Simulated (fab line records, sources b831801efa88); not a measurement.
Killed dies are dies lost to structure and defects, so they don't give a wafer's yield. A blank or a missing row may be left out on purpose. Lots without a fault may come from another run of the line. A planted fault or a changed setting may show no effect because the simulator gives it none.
fab line records | flow sfq_line
record lots=6 wafers=18 last_day=94
route steps=325 shown M0@42 I0@43 M1@58
lots that met no fault: from a run of the same line without faults
start_h: hours from the record's first day to the start of the lot's first wafer shown | wait_h: hours since the lot's step before | " the same as in the row above | L1.1+2: a row that stands for several wafers | - no value, or no start given | * or withheld: withheld | < > ~ a bound
route shown NAME@n: a module of which the file shows steps, and the number in the route of the first | usual: mean/standard deviation of fault-free wafers | same: alike in all rows | chamber/n: place in a boat | sites: the reading at each site | _std_site: their standard deviation | _edge_site: outer sites' mean less inner sites' | radius_mm: how far each site lies from the wafer's centre | mask NAME#n: copy n | behind: the tool/chamber that last shaped the wafer | hold: why the lot was held/for how many hours/how that ended | device: the transistor (n, p or np) that didn't switch | end of line: the same wafers' tests at the end of the route | a step without rows: its recipe alone | killed: dies lost to structure and defects at the first sort, not the wafer's yield | map: a wafer's dies, x killed, . not, _ none there
set.NAME: the setting as run; set.NAME@STEP: as run at that earlier step | model.NAME: the simulator's own value behind a step, which no gauge read
lots at some steps of the route; a table a step, a row a wafer
services: from which hour (start_h, from the record's first day; less than 0 if before it) a tool's chamber was out of use, for how many hours, and why
## steps
# step SFQ_TRILAYER_M0_STRIP_SOLV_CLEAN_026
# recipe chemistry=NMP temp_c=70 time_s=600
# step SFQ_TRILAYER_I0_DEP_PECVD_027
# recipe material=SiO2 temp_c=150 time_s=111.11 pressure_torr=2.4 rf_w=183.3 precursor=SiH4/N2O target_thk_nm=500
# usual heater_power_outer_w=30/12 heater_power_w=85/18 susceptor_temp_C=149.99/0.14 throttle_valve_pct=25.2/1
# columns lot.wafer tool chamber start_h wait_h heater_power_outer_w heater_power_w susceptor_temp_C throttle_valve_pct
L363.1 pecvd-02 1 151.61 0.0 26 89 149.85 26.6
L363.4 " 0 " " 26 82 149.85 26.6
L363.6 " 0 " " 29 88 149.96 26.8
L365.1 pecvd-02 2 162.41 0.0 16 61 150.01 25.6
L365.4 " 1 " " 28 96 149.88 26.5
L365.6 " 0 " " 27 82 149.85 26.7
L378.3 pecvd-03 2 270.69 0.0 30 86 150.04 25.5
L378.4 " 2 " " 31 91 150.00 25.7
L378.5 " 1 " " 30 84 149.79 25.9
L379.1 pecvd-01 1 281.49 0.0 27 71 150.05 24.8
L379.3 " 2 " " 16 60 149.94 24.8
L379.6 " 0 " " 22 74 149.78 25.0
L381.3 pecvd-03 1 288.51 0.0 39 95 150.28 26.2
L381.5 " 1 " " 40 96 150.05 25.9
L381.6 " 2 " " 36 97 150.02 25.7
L382.2 pecvd-01 0 293.31 0.0 31 84 149.94 25.0
L382.3 " 2 " " 18 64 150.10 24.9
L382.4 " 1 " " 21 65 149.89 24.7
# step SFQ_TRILAYER_I0_CMP_CMP_028
# recipe material=SiO2 down_force_psi=3 platen_rpm=60 pad_velocity_m_s=0.94248
# usual motor_current_A=10.2/0.9 time_to_endpoint_s=212/8.8
# columns lot.wafer tool chamber start_h wait_h motor_current_A time_to_endpoint_s
L363.1 cmp-01 3 152.23 0.6 9.5 196
L363.4 " 1 153.23 1.5 12.1 219
L363.6 " 2 " " 10.3 230
L365.1 cmp-01 1 163.73 1.3 12.2 200
L365.4 " 3 164.73 2.2 10.0 206
L365.6 " 1 165.73 3.2 12.1 204
L378.4 cmp-02 1 272.29 1.5 11.1 207
L378.3 " 2 " " 9.4 213
L378.5 " 0 273.79 3.0 10.0 216
L379.3 cmp-01 0 282.18 0.7 8.6 205
L379.1 " 1 " " 11.3 207
L379.6 " 0 284.18 2.6 9.3 201
L381.3 cmp-01 3 295.68 7.1 9.7 202
L381.5 " 0 " " 8.5 205
L381.6 " 1 " " 12.1 214
L382.4 cmp-02 1 302.40 9.0 10.5 208
L382.3 " 2 " " 9.1 214
L382.2 " 3 " " 10.7 208
# step SFQ_I0_BOW_MEAS_907
# recipe mode=bow
# usual I0_BOW=0/6.9
# columns lot.wafer tool chamber start_h wait_h I0_BOW[um]
L363.1 film_metro-04 - 154.73 2.0 8
L363.4 " - " " -5
L363.6 " - " " 6
L365.1 film_metro-01 - 166.73 2.5 -4
L365.4 " - " " 8
L365.6 " - " " -2
L378.3 film_metro-04 - 274.83 1.5 -6
L378.4 " - " " 3
L378.5 " - " " -2
L379.1 film_metro-04 - 285.18 2.0 -15
L379.3 " - " " 1
L379.6 " - " " -4
L381.3 film_metro-01 - 297.22 1.0 -3
L381.5 " - " " 5
L381.6 " - " " -8
L382.2 film_metro-04 - 305.42 1.5 7
L382.3 " - " " 5
L382.4 " - " " 1
# step SFQ_TRILAYER_I0_METRO_MEASURE_029
# usual thk_nm=200.0/1
# columns lot.wafer tool chamber start_h wait_h thk_nm
L363.1 film_metro-04 - 154.85 0.1 199.6
L363.4 " - " " 198.6
L363.6 " - " " 201.2
L365.1 film_metro-01 - 166.85 0.1 199.0
L365.4 " - " " 198.3
L365.6 " - " " 199.3
L378.3 film_metro-04 - 275.31 0.5 199.5
L378.4 " - " " 196.9
L378.5 " - " " 200.5
L379.1 film_metro-04 - 285.30 0.1 199.6
L379.3 " - " " 200.0
L379.6 " - " " 199.4
L381.3 film_metro-01 - 297.70 0.5 198.9
L381.5 " - " " 200.0
L381.6 " - " " 199.3
L382.2 film_metro-04 - 305.72 0.3 200.3
L382.3 " - " " 201.7
L382.4 " - " " 199.7
# step SFQ_TRILAYER_I0_VIA_LITHO_COAT_036
# recipe resist=BARC spin_rpm=3000 resist_thk_nm=62
# step SFQ_TRILAYER_I0_VIA_LITHO_COAT_031
# recipe resist=KrF spin_rpm=3000 resist_thk_nm=650
# step SFQ_TRILAYER_I0_VIA_LITHO_SOFTBAKE_035
# recipe temp_c=withheld time_s=withheld resist=KrF
# step SFQ_TRILAYER_I0_VIA_LITHO_EXPOSE_032
# recipe mask_id=I0 na=0.6 source_shape=conventional sigma_outer=0.65 target_cd_nm=500 dose_mj=21.3
# step SFQ_TRILAYER_I0_VIA_LITHO_PEB_034
# recipe peb_temp_c=115 peb_time_s=60 resist=KrF
# step SFQ_TRILAYER_I0_VIA_LITHO_DEVELOP_033
# recipe time_s=60 resist=KrF
# step SFQ_I0_OVL_MEAS_908
# usual I0_OVL=1/6.2
# columns lot.wafer tool chamber start_h wait_h I0_OVL[nm]
L363.1 overlay-02 - 206.37 0.1 3
L363.4 " - " " -3
L363.6 " - " " -6
L365.1 overlay-02 - 218.37 0.1 9
L365.4 " - " " 6
L365.6 " - " " 7
L378.3 overlay-02 - 325.04 0.1 8
L378.4 " - " " 5
L378.5 " - " " 1
L379.1 overlay-01 - 335.82 0.1 -3
L379.3 " - " " -10
L379.6 " - " " -7
L381.3 overlay-01 - 346.64 0.1 7
L381.5 " - " " -1
L381.6 " - " " 5
L382.2 overlay-02 - 359.40 0.1 0
L382.3 " - " " 4
L382.4 " - " " -3
# step SFQ_TRILAYER_I0_VIA_BARC_OPEN_VIA_ETCH_046
# recipe mask_material=PR chemistry=O2 target_depth_nm=125 target=BARC source_w=500 bias_w=80 pressure_mtorr=30 time_s=41.7
# usual bias_w=80.01/0.25 chamber_pressure_mTorr=30.00/0.037 drypump_motor_current_A=5.7/0.36 oes_product_au=0.685/0.0044
# columns lot.wafer tool chamber start_h wait_h bias_w chamber_pressure_mTorr drypump_motor_current_A oes_product_au rf_hours_counter_h model.KrF_of_TRILAYER_I0_VIA_LITHO_COAT_031.thk_nm
L363.1 rie_diel-01 0 206.40 0.0 80.29 30.01 5.2 0.678 1 572.9
L363.4 " 1 " " 79.98 29.99 6.1 0.684 34 574.2
L363.6 " 0 " " 80.60 29.98 5.2 0.688 - 572.9
L365.1 rie_diel-03 1 218.40 0.0 79.85 30.05 5.8 0.682 75 572.6
L365.4 " 3 " " 80.04 29.98 5.1 0.693 105 574.2
L365.6 " 0 " " 80.40 29.98 5.9 0.688 - 571.1
L378.3 rie_diel-01 1 325.06 0.0 - - - - - 626
L378.4 " 3 " " - - - - - 622.6
L378.5 " 1 " " - - - - - 625.5
L379.1 rie_diel-01 1 335.86 0.0 - - - - - 623.6
L379.3 " 3 " " - - - - - 625.6
L379.6 " 1 " " - - - - - 625.2
L381.3 rie_diel-01 0 346.66 0.0 79.54 30.02 5.2 0.687 3 575.3
L381.5 " 3 " " 80.08 29.96 5.9 0.685 - 572.6
L381.6 " 0 " " 79.66 29.99 5.2 0.684 - 574.1
L382.2 rie_diel-02 1 359.43 0.0 80.25 30.02 5.5 0.683 86 576.3
L382.3 " 3 " " 79.76 29.96 5.2 0.681 51 575.6
L382.4 " 0 " " 80.07 30.00 5.6 0.683 10 575.8
# step SFQ_TRILAYER_I0_VIA_ETCH_VIA_ETCH_034
# recipe target=SiO2 stop_on=Nb mask_material=PR taper_deg=20 chemistry=CHF3 target_depth_nm=260 source_w=500 bias_w=80 pressure_mtorr=30 time_s=withheld
# usual bias_w=79.97/0.21 chamber_pressure_mTorr=29.996/0.027 drypump_motor_current_A=5.7/0.36 oes_product_au=0.854/0.0048
# columns lot.wafer tool chamber start_h wait_h bias_w chamber_pressure_mTorr drypump_motor_current_A oes_product_au model.KrF_of_TRILAYER_I0_VIA_LITHO_COAT_031.thk_nm
L363.1 rie_diel-01 0 206.44 0.0 80.20 30.004 5.2 0.858 528.1
L363.4 " 1 " " 79.99 29.995 6.1 0.852 528.4
L363.6 " 0 " " 79.86 29.997 5.2 0.850 527.8
L365.1 rie_diel-03 1 218.44 0.0 79.79 29.996 5.8 0.851 527.5
L365.4 " 3 " " 80.36 29.990 5.1 0.849 529.1
L365.6 " 0 " " 79.76 29.982 5.9 0.858 526.7
L378.3 rie_diel-01 1 325.10 0.0 79.95 30.017 6.1 0.368 580.3
L378.4 " 3 " " 80.01 29.983 5.9 0.364 577.3
L378.5 " 1 " " 79.96 29.934 6.1 0.379 579.7
L379.1 rie_diel-01 1 335.90 0.0 79.89 29.974 6.1 0.371 578
L379.3 " 3 " " 80.12 30.005 5.9 0.380 580.4
L379.6 " 1 " " 79.61 30.007 6.1 0.376 580
L381.3 rie_diel-01 0 346.70 0.0 80.26 29.954 5.2 0.851 530.1
L381.5 " 3 " " 79.76 30.012 5.8 0.851 527.9
L381.6 " 0 " " 79.96 29.988 5.2 0.850 529.2
L382.2 rie_diel-02 1 359.47 0.0 79.84 30.040 5.5 0.853 532.6
L382.3 " 3 " " 79.74 29.980 5.2 0.851 531.7
L382.4 " 0 " " 79.81 29.978 5.6 0.851 532.4
# step SFQ_TRILAYER_I0_VIA_STRIP_STRIP_035
# recipe gas=O2 power_w=200 platen_temp_c=40 overash_fraction=0.65 chemistry=O2 pressure_mtorr=50
# usual drypump_motor_current_A=5.8/0.61 oes_product_au=0.997/0.0076
# same overash_fraction=0.65
# columns lot.wafer tool chamber start_h wait_h drypump_motor_current_A oes_product_au rf_hours_counter_h
L363.1 rie_metal-02 0 206.56 - 4.6 0.985 83
L363.4 " 1 " " 5.2 0.997 -
L363.6 " 0 " " 4.6 1.003 -
L365.1 rie_metal-03 0 218.56 - 5.9 1.005 188
L365.4 " 0 " " 5.9 1.008 -
L365.6 " 0 " " 5.9 1.000 -
L378.3 rie_metal-02 0 325.41 - 4.6 0.997 -
L378.4 " 1 " " 5.2 0.997 -
L378.5 " 0 " " 4.6 1.000 -
L379.1 rie_metal-01 1 336.01 - 6.2 1.015 94
L379.3 " 0 " " 6.6 0.995 -
L379.6 " 0 " " 6.5 0.979 -
L381.3 rie_metal-01 1 347.01 - 6.2 1.002 -
L381.5 " 1 " " 6.2 1.006 -
L381.6 " 0 " " 6.5 0.993 -
L382.2 rie_metal-01 1 359.59 - 6.2 1.004 98
L382.3 " 1 " " 6.2 0.992 -
L382.4 " 0 " " 6.6 0.995 -
# step SFQ_TRILAYER_I0_VIA_STRIP_SOLV_CLEAN_036
# recipe chemistry=NMP temp_c=70 time_s=600
# step SFQ_TRILAYER_M1_DEP_PRE_CLEAN_038
# recipe gas=Ar time_s=22.5 bias_v=250
# step SFQ_TRILAYER_M1_DEP_SPUTTER_037
# recipe material=Nb base_pressure_pa=1.33e-06 chamber_pressure_pa=0.1333 substrate_temp_c=20 resputter_cathode_voltage_v=400 target_thk_nm=200 power_w=2000 time_s=133.3
# usual throttle_valve_pct=29.9/0.92
# columns lot.wafer tool chamber start_h wait_h throttle_valve_pct
L363.1 pvd_sputter-04 - 207.36 0.0 30.3
L363.4 " - " " 28.9
L363.6 " - " " 30.6
L365.1 pvd_sputter-06 - 219.36 0.0 29.4
L365.4 " - " " 29.5
L365.6 " - " " 29.7
L378.3 pvd_sputter-05 - 326.02 0.0 29.8
L378.4 " - " " 30.7
L378.5 " - " " 30.5
L379.1 pvd_sputter-04 - 336.82 0.0 29.0
L379.3 " - " " 30.3
L379.6 " - " " 30.5
L381.3 pvd_sputter-06 - 347.62 0.0 29.8
L381.5 " - " " 29.1
L381.6 " - " " 29.2
L382.2 pvd_sputter-05 - 360.39 0.0 29.7
L382.3 " - " " 31.7
L382.4 " - " " 30.2
# step SFQ_M1_RS_MEAS_909
# recipe thk_meas_gauge=four-point-probe reads=Nb_of_TRILAYER_M1_DEP_SPUTTER_037
# usual M1_NB_RS=0.893/0.0095
# columns lot.wafer tool chamber start_h wait_h M1_NB_RS[ohm/sq]
L363.1 film_metro-03 - 207.45 0.0 0.879
L363.4 " - " " 0.899
L363.6 " - " " 0.884
L365.1 film_metro-04 - 219.45 0.0 0.895
L365.4 " - " " 0.904
L365.6 " - " " 0.899
L378.3 film_metro-01 - 326.15 0.1 0.890
L378.4 " - " " 0.893
L378.5 " - " " 0.889
L379.1 film_metro-03 - 336.91 0.0 0.898
L379.3 " - " " 0.888
L379.6 " - " " 0.885
L381.3 film_metro-04 - 347.75 0.1 0.891
L381.5 " - " " 0.892
L381.6 " - " " 0.893
L382.2 film_metro-01 - 360.50 0.1 0.872
L382.3 " - " " 0.898
L382.4 " - " " 0.895
# step SFQ_TRILAYER_M1_LITHO_COAT_044
# recipe resist=BARC spin_rpm=3000 resist_thk_nm=62
# step SFQ_TRILAYER_M1_LITHO_COAT_039
# recipe resist=KrF spin_rpm=3000 resist_thk_nm=600
# step SFQ_TRILAYER_M1_LITHO_SOFTBAKE_043
# recipe temp_c=withheld time_s=withheld resist=KrF
# step SFQ_TRILAYER_M1_LITHO_EXPOSE_040
# recipe mask_id=M1 na=0.6 source_shape=conventional sigma_outer=0.65 target_cd_nm=500 dose_mj=14.4
# usual exposure_dose_mJ_cm2=14.399/0.015 focus_offset_nm=0.1/0.48
# columns lot.wafer tool chamber start_h wait_h mask exposure_dose_mJ_cm2 focus_offset_nm
L363.1 krf_scanner-01 0 254.82 - M1#0 14.410 -0.6
L363.4 " 0 " " M1#0 14.407 0.6
L363.6 " 0 " " M1#0 14.399 0.0
L365.1 krf_scanner-01 0 264.42 - M1#0 14.402 -0.6
L365.4 " 0 " " M1#0 14.393 -0.2
L365.6 " 0 " " M1#0 14.400 -0.5
L378.3 krf_scanner-01 - 383.30 - M1#0 - -
L378.4 " - " " M1#0 - -
L378.5 " - " " M1#0 - -
L379.1 krf_scanner-01 - 394.45 - M1#0 - -
L379.3 " - " " M1#0 - -
L379.6 " - " " M1#0 - -
L381.3 krf_scanner-01 0 405.65 - M1#0 14.399 0.1
L381.5 " 0 " " M1#0 14.390 -0.1
L381.6 " 0 " " M1#0 14.393 -0.4
L382.2 krf_scanner-01 0 418.64 - M1#0 14.395 0.7
L382.3 " 0 " " M1#0 14.404 -0.2
L382.4 " 0 " " M1#0 14.397 0.0
# step SFQ_TRILAYER_M1_LITHO_PEB_042
# recipe peb_temp_c=115 peb_time_s=60 resist=KrF
## services
# columns tool chamber start_h hours kind
pecvd-03 - 130.81 6.0 pm
pecvd-02 2 147.35 13.6 repair
rie_metal-01 - 149.82 0.7 repair
cmp-01 - 166.73 4.6 pm
film_metro-04 - 185.36 0.6 pm
rie_diel-01 - 185.95 1.1 repair
film_metro-04 - 190.79 1.9 pm
krf_scanner-01 - 192.32 11.6 pm
film_metro-04 - 194.07 0.8 pm
krf_scanner-01 - 203.87 1.0 pm
rie_metal-01 - 223.73 14.6 pm
cmp-01 - 228.41 2.3 repair
rie_diel-01 - 229.71 14.6 pm
cmp-01 - 247.02 1.6 repair
film_metro-04 - 251.20 6.3 pm
rie_diel-01 2 268.36 10.2 repair
krf_scanner-01 - 299.22 1.3 pm
krf_scanner-01 - 304.21 1.3 repair
rie_diel-01 - 330.05 2.0 repair
krf_scanner-01 - 348.72 4.4 pm
krf_scanner-01 - 369.90 1.0 pm
cmp-01 - 407.26 4.0 pm
krf_scanner-01 - 409.13 2.1 repair
film_metro-04 - 415.46 2.2 repair
## key
first_sign step=SFQ_TRILAYER_I0_VIA_BARC_OPEN_VIA_ETCH_046 reading=tool_record direction=missing
effect step=SFQ_TRILAYER_I0_VIA_ETCH_VIA_ETCH_034 reading=oes_product_au direction=down sigmas=99+ usual=0.854 struck=0.373
effect step=SFQ_TRILAYER_M1_LITHO_EXPOSE_040 reading=tool_record direction=missing
model_effect step=SFQ_TRILAYER_I0_VIA_BARC_OPEN_VIA_ETCH_046 value=KrF_of_TRILAYER_I0_VIA_LITHO_COAT_031.thk_nm without=572.9 struck=624.8
model_effect step=SFQ_TRILAYER_I0_VIA_ETCH_VIA_ETCH_034 value=KrF_of_TRILAYER_I0_VIA_LITHO_COAT_031.thk_nm without=527.4 struck=579.3
met_at SFQ_TRILAYER_I0_VIA_BARC_OPEN_VIA_ETCH_046
struck_wafers L378.3,L378.4,L378.5,L379.1,L379.3,L379.6
onset_between 206.40 325.06
fault kind=skipped_step_whole tool=rie_diel-01 chamber=- onset_h=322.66 steps=SFQ_TRILAYER_I0_VIA_BARC_OPEN_VIA_ETCH_046 scope=struck_lots_only
